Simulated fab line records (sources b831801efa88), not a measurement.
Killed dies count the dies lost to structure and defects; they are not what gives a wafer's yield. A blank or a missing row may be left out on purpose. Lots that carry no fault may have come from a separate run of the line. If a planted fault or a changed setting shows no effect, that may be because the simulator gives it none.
Which tool is to blame? / flow sfq-line / Sampling: 14 lots, 42 wafers, 4 of 325 route steps

## WHAT THE GAUGES READ, wafer by wafer
The record lacks any reading of a measuring or inspecting step that a usual standard deviation could be used to judge.

## WHAT TOOL EACH LOT RAN ON (gives the tool, then ch and the chambers of the sampled wafers, and finally the start)
lot=L580; SFQ_TRILAYER_R5_DEP_SPUTTER_132=pvd-sputter-06, day 60 10:26; SFQ_TRILAYER_M6_BARC_OPEN_METAL_ETCH_206=rie-metal-02 ch 0,1, day 75 18:42; SFQ_TRILAYER_I6_VIA_BARC_OPEN_VIA_ETCH_235=rie-diel-04 ch 0,1,2, day 76 09:12; SFQ_TRILAYER_M7_DEP_SPUTTER_175=pvd-sputter-06, day 76 10:45
lot=L581; SFQ_TRILAYER_R5_DEP_SPUTTER_132=pvd-sputter-04, day 60 19:26; SFQ_TRILAYER_M6_BARC_OPEN_METAL_ETCH_206=rie-metal-02 ch 0, day 75 23:30; SFQ_TRILAYER_I6_VIA_BARC_OPEN_VIA_ETCH_235=rie-diel-01 ch 0,1,2, day 76 14:26; SFQ_TRILAYER_M7_DEP_SPUTTER_175=pvd-sputter-05, day 76 15:24
lot=L582; SFQ_TRILAYER_R5_DEP_SPUTTER_132=pvd-sputter-04, day 60 22:26; SFQ_TRILAYER_M6_BARC_OPEN_METAL_ETCH_206=rie-metal-02 ch 0,1, day 76 04:19; SFQ_TRILAYER_I6_VIA_BARC_OPEN_VIA_ETCH_235=rie-diel-04 ch 2,3, day 76 18:47; SFQ_TRILAYER_M7_DEP_SPUTTER_175=pvd-sputter-04, day 76 20:21
lot=L584; SFQ_TRILAYER_R5_DEP_SPUTTER_132=pvd-sputter-04, day 61 01:26; SFQ_TRILAYER_M6_BARC_OPEN_METAL_ETCH_206=rie-metal-02 ch 0,1, day 76 09:06; SFQ_TRILAYER_I6_VIA_BARC_OPEN_VIA_ETCH_235=rie-diel-03 ch 0,2,3, day 76 23:35; SFQ_TRILAYER_M7_DEP_SPUTTER_175=pvd-sputter-06, day 77 00:33
lot=L587; SFQ_TRILAYER_R5_DEP_SPUTTER_132=pvd-sputter-03, day 65 19:55; SFQ_TRILAYER_M6_BARC_OPEN_METAL_ETCH_206=rie-metal-02 ch 0,1, day 76 19:54; SFQ_TRILAYER_I6_VIA_BARC_OPEN_VIA_ETCH_235=rie-diel-04 ch 0,1, day 77 09:11; SFQ_TRILAYER_M7_DEP_SPUTTER_175=pvd-sputter-04, day 77 10:45
lot=L593; SFQ_TRILAYER_R5_DEP_SPUTTER_132=pvd-sputter-04, day 66 17:03; SFQ_TRILAYER_M6_BARC_OPEN_METAL_ETCH_206=rie-metal-03 ch 0,1, day 77 05:30; SFQ_TRILAYER_I6_VIA_BARC_OPEN_VIA_ETCH_235=rie-diel-01 ch 1,2,3, day 81 15:46; SFQ_TRILAYER_M7_DEP_SPUTTER_175=pvd-sputter-06, day 81 16:43
lot=L594; SFQ_TRILAYER_R5_DEP_SPUTTER_132=pvd-sputter-06, day 66 17:40; SFQ_TRILAYER_M6_BARC_OPEN_METAL_ETCH_206=rie-metal-03 ch 0,1, day 77 07:55; SFQ_TRILAYER_I6_VIA_BARC_OPEN_VIA_ETCH_235=rie-diel-03 ch 1,2,3, day 81 21:46; SFQ_TRILAYER_M7_DEP_SPUTTER_175=pvd-sputter-04, day 81 22:43
lot=L595; SFQ_TRILAYER_R5_DEP_SPUTTER_132=pvd-sputter-03, day 67 03:51; SFQ_TRILAYER_M6_BARC_OPEN_METAL_ETCH_206=rie-metal-04 ch 0,1, day 77 12:42; SFQ_TRILAYER_I6_VIA_BARC_OPEN_VIA_ETCH_235=rie-diel-01 ch 0,3, day 82 03:44; SFQ_TRILAYER_M7_DEP_SPUTTER_175=pvd-sputter-06, day 82 04:41
lot=L598; SFQ_TRILAYER_R5_DEP_SPUTTER_132=pvd-sputter-04, day 69 07:48; SFQ_TRILAYER_M6_BARC_OPEN_METAL_ETCH_206=rie-metal-04 ch 0,1, day 79 10:23; SFQ_TRILAYER_I6_VIA_BARC_OPEN_VIA_ETCH_235=rie-diel-03 ch 2,3, day 83 06:58; SFQ_TRILAYER_M7_DEP_SPUTTER_175=pvd-sputter-05, day 83 07:56
lot=L599; SFQ_TRILAYER_R5_DEP_SPUTTER_132=pvd-sputter-03, day 70 03:00; SFQ_TRILAYER_M6_BARC_OPEN_METAL_ETCH_206=rie-metal-04 ch 0,1, day 79 15:12; SFQ_TRILAYER_I6_VIA_BARC_OPEN_VIA_ETCH_235=rie-diel-04 ch 0,1,2, day 83 10:34; SFQ_TRILAYER_M7_DEP_SPUTTER_175=pvd-sputter-06, day 83 11:32
lot=L600; SFQ_TRILAYER_R5_DEP_SPUTTER_132=pvd-sputter-03, day 70 15:01; SFQ_TRILAYER_M6_BARC_OPEN_METAL_ETCH_206=rie-metal-04 ch 0,1, day 80 11:45; SFQ_TRILAYER_I6_VIA_BARC_OPEN_VIA_ETCH_235=rie-diel-01 ch 0,1,3, day 83 15:22; SFQ_TRILAYER_M7_DEP_SPUTTER_175=pvd-sputter-05, day 83 16:20
lot=L601; SFQ_TRILAYER_R5_DEP_SPUTTER_132=pvd-sputter-06, day 71 03:00; SFQ_TRILAYER_M6_BARC_OPEN_METAL_ETCH_206=rie-metal-02 ch 0,1, day 80 23:09; SFQ_TRILAYER_I6_VIA_BARC_OPEN_VIA_ETCH_235=rie-diel-03 ch 0,3, day 83 21:22; SFQ_TRILAYER_M7_DEP_SPUTTER_175=pvd-sputter-05, day 83 22:31
lot=L602; SFQ_TRILAYER_R5_DEP_SPUTTER_132=pvd-sputter-04, day 71 05:11; SFQ_TRILAYER_M6_BARC_OPEN_METAL_ETCH_206=rie-metal-04 ch 0,1, day 81 00:21; SFQ_TRILAYER_I6_VIA_BARC_OPEN_VIA_ETCH_235=rie-diel-04 ch 1,2,3, day 83 22:34; SFQ_TRILAYER_M7_DEP_SPUTTER_175=pvd-sputter-06, day 83 23:32
lot=L603; SFQ_TRILAYER_R5_DEP_SPUTTER_132=pvd-sputter-06, day 75 14:52; SFQ_TRILAYER_M6_BARC_OPEN_METAL_ETCH_206=rie-metal-03 ch 0,1, day 82 12:58; SFQ_TRILAYER_I6_VIA_BARC_OPEN_VIA_ETCH_235=rie-diel-04 ch 1,2,3, day 85 17:26; SFQ_TRILAYER_M7_DEP_SPUTTER_175=pvd-sputter-05, day 85 18:24
- SFQ_TRILAYER_R5_DEP_SPUTTER_132: material Ti, target thk 5 nm, time 5 s.
- SFQ_TRILAYER_M6_BARC_OPEN_METAL_ETCH_206: etches BARC in O2, target depth 125 nm, time 41.7 s.
- SFQ_TRILAYER_I6_VIA_BARC_OPEN_VIA_ETCH_235: etches BARC in O2, target depth 125 nm, time 41.7 s.
- SFQ_TRILAYER_M7_DEP_SPUTTER_175: material Nb, target thk 200 nm, time 133.3 s.

## AS READ BY THE TOOLS THEMSELVES (means over the sampled wafers that have a number; for cases with no such wafer, the mark the record gives instead)
SFQ_TRILAYER_R5_DEP_SPUTTER_132.
lot=L580; tool=pvd-sputter-06; throttle-valve-pct (%)=30.6
lot=L581; tool=pvd-sputter-04; throttle-valve-pct (%)=29.9
lot=L582; tool=pvd-sputter-04; throttle-valve-pct (%)=29.0
lot=L584; tool=pvd-sputter-04; throttle-valve-pct (%)=30.0
lot=L587; tool=pvd-sputter-03; throttle-valve-pct (%)=29.4
lot=L593; tool=pvd-sputter-04; throttle-valve-pct (%)=29.2
lot=L594; tool=pvd-sputter-06; throttle-valve-pct (%)=30.6
lot=L595; tool=pvd-sputter-03; throttle-valve-pct (%)=29.6
lot=L598; tool=pvd-sputter-04; throttle-valve-pct (%)=28.7
lot=L599; tool=pvd-sputter-03; throttle-valve-pct (%)=29.1
lot=L600; tool=pvd-sputter-03; throttle-valve-pct (%)=29.5
lot=L601; tool=pvd-sputter-06; throttle-valve-pct (%)=30.6
lot=L602; tool=pvd-sputter-04; throttle-valve-pct (%)=29.3
lot=L603; tool=pvd-sputter-06; throttle-valve-pct (%)=30.8

SFQ_TRILAYER_M6_BARC_OPEN_METAL_ETCH_206.
lot=L580; tool=rie-metal-02; drypump-motor-current-A (A)=5.5; oes-product-au (a.u.)=0.685; run-length-s (s)=69.9
lot=L581; tool=rie-metal-02; drypump-motor-current-A (A)=5.7; oes-product-au (a.u.)=0.682; run-length-s (s)=70.0
lot=L582; tool=rie-metal-02; drypump-motor-current-A (A)=5.6; oes-product-au (a.u.)=0.689; run-length-s (s)=69.9
lot=L584; tool=rie-metal-02; drypump-motor-current-A (A)=5.6; oes-product-au (a.u.)=0.737; run-length-s (s)=66.1
lot=L587; tool=rie-metal-02; drypump-motor-current-A (A)=5.5; oes-product-au (a.u.)=0.740; run-length-s (s)=66.0
lot=L593; tool=rie-metal-03; drypump-motor-current-A (A)=6.1; oes-product-au (a.u.)=0.683; run-length-s (s)=69.7
lot=L594; tool=rie-metal-03; drypump-motor-current-A (A)=6.2; oes-product-au (a.u.)=0.683; run-length-s (s)=69.6
lot=L595; tool=rie-metal-04; drypump-motor-current-A (A)=5.8; oes-product-au (a.u.)=0.687; run-length-s (s)=69.7
lot=L598; tool=rie-metal-04; drypump-motor-current-A (A)=5.9; oes-product-au (a.u.)=0.685; run-length-s (s)=69.6
lot=L599; tool=rie-metal-04; drypump-motor-current-A (A)=5.8; oes-product-au (a.u.)=0.682; run-length-s (s)=69.8
lot=L600; tool=rie-metal-04; drypump-motor-current-A (A)=5.8; oes-product-au (a.u.)=0.684; run-length-s (s)=69.7
lot=L601; tool=rie-metal-02; drypump-motor-current-A (A)=5.5; oes-product-au (a.u.)=0.688; run-length-s (s)=70.0
lot=L602; tool=rie-metal-04; drypump-motor-current-A (A)=5.9; oes-product-au (a.u.)=0.687; run-length-s (s)=69.6
lot=L603; tool=rie-metal-03; drypump-motor-current-A (A)=6.1; oes-product-au (a.u.)=0.687; run-length-s (s)=69.9

SFQ_TRILAYER_I6_VIA_BARC_OPEN_VIA_ETCH_235.
lot=L580; tool=rie-diel-04; drypump-motor-current-A (A)=5.4; oes-product-au (a.u.)=0.684; run-length-s (s)=69.9
lot=L581; tool=rie-diel-01; drypump-motor-current-A (A)=5.6; oes-product-au (a.u.)=0.691; run-length-s (s)=70.1
lot=L582; tool=rie-diel-04; drypump-motor-current-A (A)=5.9; oes-product-au (a.u.)=0.686; run-length-s (s)=70.3
lot=L584; tool=rie-diel-03; drypump-motor-current-A (A)=5.8; oes-product-au (a.u.)=0.684; run-length-s (s)=70.0
lot=L587; tool=rie-diel-04; drypump-motor-current-A (A)=5.4; oes-product-au (a.u.)=0.689; run-length-s (s)=69.9
lot=L593; tool=rie-diel-01; drypump-motor-current-A (A)=6.1; oes-product-au (a.u.)=0.687; run-length-s (s)=69.9
lot=L594; tool=rie-diel-03; drypump-motor-current-A (A)=5.9; oes-product-au (a.u.)=0.683; run-length-s (s)=70.0
lot=L595; tool=rie-diel-01; drypump-motor-current-A (A)=5.8; oes-product-au (a.u.)=0.686; run-length-s (s)=70.1
lot=L598; tool=rie-diel-03; drypump-motor-current-A (A)=5.7; oes-product-au (a.u.)=0.684; run-length-s (s)=70.0
lot=L599; tool=rie-diel-04; drypump-motor-current-A (A)=5.4; oes-product-au (a.u.)=0.686; run-length-s (s)=69.9
lot=L600; tool=rie-diel-01; drypump-motor-current-A (A)=5.6; oes-product-au (a.u.)=0.685; run-length-s (s)=69.9
lot=L601; tool=rie-diel-03; drypump-motor-current-A (A)=6.0; oes-product-au (a.u.)=0.687; run-length-s (s)=69.8
lot=L602; tool=rie-diel-04; drypump-motor-current-A (A)=5.8; oes-product-au (a.u.)=0.688; run-length-s (s)=70.2
lot=L603; tool=rie-diel-04; drypump-motor-current-A (A)=5.8; oes-product-au (a.u.)=0.689; run-length-s (s)=70.1

SFQ_TRILAYER_M7_DEP_SPUTTER_175.
lot=L580; tool=pvd-sputter-06; throttle-valve-pct (%)=30.5
lot=L581; tool=pvd-sputter-05; throttle-valve-pct (%)=29.2
lot=L582; tool=pvd-sputter-04; throttle-valve-pct (%)=29.9
lot=L584; tool=pvd-sputter-06; throttle-valve-pct (%)=30.6
lot=L587; tool=pvd-sputter-04; throttle-valve-pct (%)=28.8
lot=L593; tool=pvd-sputter-06; throttle-valve-pct (%)=30.7
lot=L594; tool=pvd-sputter-04; throttle-valve-pct (%)=29.2
lot=L595; tool=pvd-sputter-06; throttle-valve-pct (%)=30.8
lot=L598; tool=pvd-sputter-05; throttle-valve-pct (%)=28.9
lot=L599; tool=pvd-sputter-06; throttle-valve-pct (%)=30.6
lot=L600; tool=pvd-sputter-05; throttle-valve-pct (%)=29.6
lot=L601; tool=pvd-sputter-05; throttle-valve-pct (%)=29.4
lot=L602; tool=pvd-sputter-06; throttle-valve-pct (%)=30.8
lot=L603; tool=pvd-sputter-05; throttle-valve-pct (%)=30.1

## THE ANSWER, worked out from the rows above alone
Rule: the usual values come from the lots themselves. The widest of any qualifying gaps counts: lots, ordered by their means at a reading, are off when they make up no more than a third of the lots, leave a main group of 4 or more, and stand apart from it by 3 or more times the standard deviation of that group's means. A main group is skipped when, at the precision printed for the reading in the tables above, its means are all equal. Also off: a lot with no number at a reading for which 4 or more lots have one. Any other lot the step has rows for is counted as sound. Order of review: gauges by route order, followed by the tools' own readings, for which a lot's mean as printed above is used. At the first step where some lot is off, the reading lying furthest off is the one used; lots without a number count as furthest.
Off, at SFQ_TRILAYER_M6_BARC_OPEN_METAL_ETCH_206 on run-length-s: L584, L587. Main group: mean 69.8 s, sd 0.15.
A tool fits if, at that step or a process step before it, it ran every lot that is off, and no sound lot after the first of them. None of those tried fits.

## WHAT THE SIMULATOR HAD INSERTED
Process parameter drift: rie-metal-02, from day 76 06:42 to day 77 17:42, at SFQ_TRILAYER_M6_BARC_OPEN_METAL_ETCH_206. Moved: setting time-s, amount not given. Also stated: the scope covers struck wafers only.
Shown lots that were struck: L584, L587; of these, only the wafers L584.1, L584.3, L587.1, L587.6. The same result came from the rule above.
